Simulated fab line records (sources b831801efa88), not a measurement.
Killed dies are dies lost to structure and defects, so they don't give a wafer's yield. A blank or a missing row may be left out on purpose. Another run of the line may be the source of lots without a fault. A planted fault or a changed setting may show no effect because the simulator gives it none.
The tool behind it: which one? ; flow sky130 ; 36 wafers from 12 lots sampled at 3 of the route's 708 steps

== WHAT THE GAUGES READ, wafer by wafer ==
SKY_FIELD_ISO_THK_MEAS_02. Usual: for FIELD_ISO_OXIDATION_00_THK the level is 12.2 nm and the standard deviation is 0.31.
lot;measured;on;FIELD_ISO_OXIDATION_00_THK (nm);flag
L703;day 1 18:49;film metro-01;11.8 12.0 11.8;
L704;day 1 22:59;film metro-01;11.8 12.0 11.9;
L705;day 2 03:22;film metro-04;11.8 12.0 12.0;
L706;day 2 09:32;film metro-02;12.0 12.3 12.0;
L708;day 2 17:38;film metro-02;12.2 12.1 12.2;
L709;day 2 23:35;film metro-01;12.2 12.2 12.2;
L710;day 3 04:20;film metro-01;11.9 12.0 11.7;
L712;day 3 13:38;film metro-02;10.3 10.3 10.5;OFF
L714;day 4 00:25;film metro-01;10.0 10.0 10.1;OFF
L717;day 4 14:38;film metro-02;12.1 12.5 12.4;
L724;day 6 03:34;film metro-04;12.3 12.3 12.2;
L725;day 6 07:52;film metro-01;12.5 12.5 12.4;

SKY_FIELD_ISO_CD_MEAS_13: target cd 150 nm. Usual: cd nm 150.4 nm, standard deviation 1.5.
lot;measured;on;cd nm (nm);flag
L703;day 2 10:50;cd sem-01;151.5 151.0 151.5;
L704;day 2 16:50;cd sem-02;149.7 149.8 150.3;
L705;day 2 20:51;cd sem-02;149.5 148.0 150.0;
L706;day 3 02:48;cd sem-01;150.4 149.3 149.4;
L708;day 3 11:44;cd sem-02;152.1 152.4 151.1;
L709;day 3 16:54;cd sem-01;149.4 150.0 149.4;
L710;day 3 22:38;cd sem-02;149.2 148.9 149.9;
L712;day 4 07:53;cd sem-02;151.7 151.1 150.3;
L714;day 4 18:40;cd sem-02;148.1 150.6 151.1;
L717;day 5 09:39;cd sem-01;153.4 152.9 151.4;
L724;day 7 03:28;cd sem-02;151.0 149.6 151.1;
L725;day 7 06:21;cd sem-01;152.5 153.5 154.3;

== WHICH TOOL RAN EACH LOT (tool, then ch and the chambers of the sampled wafers, then the start) ==
lot;SKY_FIELD_ISO_OXIDATION_01
L703;furnace-01 ch 0, day 1 17:17
L704;furnace-01 ch 0, day 1 21:28
L705;furnace-02 ch 0, day 2 01:50
L706;furnace-02 ch 0, day 2 08:01
L708;furnace-02 ch 0, day 2 16:07
L709;furnace-02 ch 0, day 2 22:04
L710;furnace-01 ch 0, day 3 02:50
L712;furnace-01 ch 0, day 3 12:07
L714;furnace-01 ch 0, day 3 22:53
L717;furnace-02 ch 0, day 4 13:07
L724;furnace-02 ch 0, day 6 02:02
L725;furnace-02 ch 0, day 6 06:22
- SKY_FIELD_ISO_OXIDATION_01: stabilise 600 s, purge 300 s, target thk 12 nm.

== WHAT THE TOOLS THEMSELVES READ (means of the sampled wafers that have a number; where no wafer has one, the mark that the record gives instead) ==
SKY_FIELD_ISO_OXIDATION_01. Usual: spike tc centre C 900.1 C, standard deviation 1.5; spike tc upper C 899.9 C, standard deviation 1.1.
lot;tool;spike tc centre C (C);spike tc upper C (C);flag
L703;furnace-01;901.8;900.5;
L704;furnace-01;901.5;900.8;
L705;furnace-02;899.0;900.3;
L706;furnace-02;898.0;899.1;
L708;furnace-02;899.8;900.0;
L709;furnace-02;899.4;898.4;
L710;furnace-01;901.1;900.8;
L712;furnace-01;900.2;899.8;
L714;furnace-01;901.7;900.2;
L717;furnace-02;899.3;899.7;
L724;furnace-02;898.6;899.7;
L725;furnace-02;900.0;898.2;

== THE ANSWER, worked out from the rows above alone ==
Rule: a lot is off if the mean of its wafers that have a number lies more than 3 standard deviations from the usual mean. Also off: a lot with no number at a reading for which 4 or more lots have one. All remaining lots with rows at the step are treated as sound. First the gauges in route order, then the tools' own readings, where a lot's mean is used as printed above. The first step at which some lot is off is used, and at that step the reading that is off furthest; a lot without a number counts as furthest.
Off: L712, L714, seen at SKY_FIELD_ISO_THK_MEAS_02 (FIELD_ISO_OXIDATION_00_THK).
A tool fits if, at a process step before that reading, it ran every lot that is off, and no sound lot after the first of them. Gauges at SKY_FIELD_ISO_THK_MEAS_02: tried the same way as those tools. One fits: SKY_FIELD_ISO_OXIDATION_01 on furnace-01. Its last sound lot is L710 (day 3 02:50), its first lot that is off L712 (day 3 12:07): a fault that began between those two fits.

== WHAT THE SIMULATOR HAD INSERTED ==
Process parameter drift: furnace-01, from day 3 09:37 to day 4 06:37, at SKY_FIELD_ISO_OXIDATION_01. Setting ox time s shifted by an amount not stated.
Shown lots that were struck: L712, L714. The rule above reached the same finding.
